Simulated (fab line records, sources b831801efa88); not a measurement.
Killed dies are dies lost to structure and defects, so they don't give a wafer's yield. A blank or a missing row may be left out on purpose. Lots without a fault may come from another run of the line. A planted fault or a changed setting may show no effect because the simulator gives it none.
One fault seen from 2 desks | flow gf180mcu | each desk has only its own numbers; what lay behind them comes last

THE METROLOGY DESK
What the gauges read, lot by lot, whatever tool the lot ran on: means of the sampled wafers that have a number. A lot is out of limits, marked OUT, if its mean lies more than 4 standard deviations from the usual mean; the brackets give that distance.
Columns: A = VT_IMPLANT_01_OVL at GF_VT_IMPLANT_OVL_MEAS_18, usual -0.5 nm; B = POLY_GATE_CVD_00_THK at GF_POLY_GATE_THK_MEAS_01, usual 200.2 nm; C = cd_nm at GF_HV_LDD_CD_MEAS_19, usual 399.8 nm
lot  | first seen here | A    | B     | C
L678 | day 6 05:55     | 0.9  | 198.9 | 401.0
L679 | day 6 12:14     | -0.2 | 198.9 | 397.6
L680 | day 6 22:46     | 0.3  | 199.8 | 401.0
L681 | day 7 02:05     | -1.2 | 196.6 | 403.5
L682 | day 7 09:19     | 2.0  | 203.5 | 399.6
L683 | day 7 16:59     | -1.3 | 198.8 | 401.5
L684 | day 7 23:23     | -1.0 | 200.8 | 397.5
L685 | day 8 03:20     | -2.1 | 205.5 | 399.6
L694 | day 10 11:41    | -0.8 | 198.8 | 401.5
L695 | day 10 19:23    | 0.6  | 199.9 | 401.8
L698 | day 11 16:19    | -0.7 | 199.0 | 402.0
L701 | day 12 15:23    | -0.5 | 197.4 | 394.6
This desk's finding: nothing out of limits on any of the 12 lots.

THE TOOL OWNER'S DESK: implanter-02
The tool's own readings at GF_VT_IMPLANT_IMPLANT_08: means of the sampled wafers that have a number, for each lot that ran on this tool. A lot is out of limits, marked OUT, if its mean lies more than 4 standard deviations from the usual mean; the brackets give that distance.
Columns: A = beam_energy_keV at GF_VT_IMPLANT_IMPLANT_08, usual 20.000; B = beam_on_s at GF_VT_IMPLANT_IMPLANT_08, usual 10.00 s
lot  | first seen here | A                | B
L678 | day 5 15:38     | 20.007           | 9.75
L694 | day 9 17:30     | 19.768 (-39) OUT | 9.97
L695 | day 10 00:26    | 19.774 (-38) OUT | 10.00
This desk's finding: out of limits on L694, L695; first on L694, day 9 17:30 (beam_energy_keV at GF_VT_IMPLANT_IMPLANT_08). In limits: L678.

PUT TOGETHER
The tool owner's desk could have raised an alarm at day 9 17:30, on L694, L695.
The metrology desk saw nothing out of limits.
The metrology desk has L694, L695 on record, within its limits.
Of the lots named, all ran GF_VT_IMPLANT_IMPLANT_08 on implanter-02.

WHAT THE SIMULATOR HAD PUT IN
Process parameter drift: implanter-02, from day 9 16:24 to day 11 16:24, at GF_VT_IMPLANT_IMPLANT_08. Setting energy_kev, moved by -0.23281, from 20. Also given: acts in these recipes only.
Lots struck among those shown: L694, L695.
Hours from the fault's start to each desk's first reading out of limits: the tool owner's desk, 1.
